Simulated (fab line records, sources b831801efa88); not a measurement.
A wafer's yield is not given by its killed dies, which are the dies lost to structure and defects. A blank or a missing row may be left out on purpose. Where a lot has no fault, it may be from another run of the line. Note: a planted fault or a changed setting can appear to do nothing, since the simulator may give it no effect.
The tool behind it: which one? / flow gf180mcu / route of 602 steps, sampled at 1 step: 11 lots, 33 wafers

## WHAT THE GAUGES READ, wafer by wafer
GF_STI_THK_MEAS_02.
lot=L620; measured=day 1 11:31; on=filmMetro-03; STI_OXIDATION_THK (nm)=10.02 9.89 10.00
lot=L621; measured=day 1 16:31; on=filmMetro-03; STI_OXIDATION_THK (nm)=9.94 9.92 9.90
lot=L622; measured=day 1 21:31; on=filmMetro-01; STI_OXIDATION_THK (nm)=9.94 9.93 9.94
lot=L629; measured=day 3 08:31; on=filmMetro-01; STI_OXIDATION_THK (nm)=10.10 10.17 10.14
lot=L633; measured=day 4 05:32; on=filmMetro-02; STI_OXIDATION_THK (nm)=10.23 10.13 10.04
lot=L634; measured=day 4 09:31; on=filmMetro-01; STI_OXIDATION_THK (nm)=10.11 10.11 10.21
lot=L635; measured=day 4 14:31; on=filmMetro-03; STI_OXIDATION_THK (nm)=10.12 10.00 9.90
lot=L637; measured=day 5 00:31; on=filmMetro-02; STI_OXIDATION_THK (nm)=9.90 9.75 9.89
lot=L639; measured=day 5 10:31; on=filmMetro-01; STI_OXIDATION_THK (nm)=10.05 10.02 9.98
lot=L641; measured=day 5 21:44; on=filmMetro-01; STI_OXIDATION_THK (nm)=9.96 9.96 10.02
lot=L642; measured=day 6 01:31; on=filmMetro-01; STI_OXIDATION_THK (nm)=10.00 10.04 10.21

## WHICH TOOL RAN EACH LOT (tool, then ch and the chambers of the sampled wafers, then the start)
Record: no process step prior to these readings.

## THE ANSWER, worked out from the rows above alone
Rule: the usual values come from the lots themselves. Put in order of their means at a reading, lots are off if they are a third of the lots or fewer, leave a main group of 4 or more, and stand apart from it by a gap of 3 or more times the standard deviation of the main group's means; of several such gaps the widest counts. A main group whose means are all the same, to the digits that the tables above print for the reading, isn't used. A lot without any number at a reading at which 4 lots or more have one is off too. Any other lot the step has rows for is counted as sound.
None of the lots is off at any reading shown; this tells nothing.

## WHAT WAS PUT IN BY THE SIMULATOR
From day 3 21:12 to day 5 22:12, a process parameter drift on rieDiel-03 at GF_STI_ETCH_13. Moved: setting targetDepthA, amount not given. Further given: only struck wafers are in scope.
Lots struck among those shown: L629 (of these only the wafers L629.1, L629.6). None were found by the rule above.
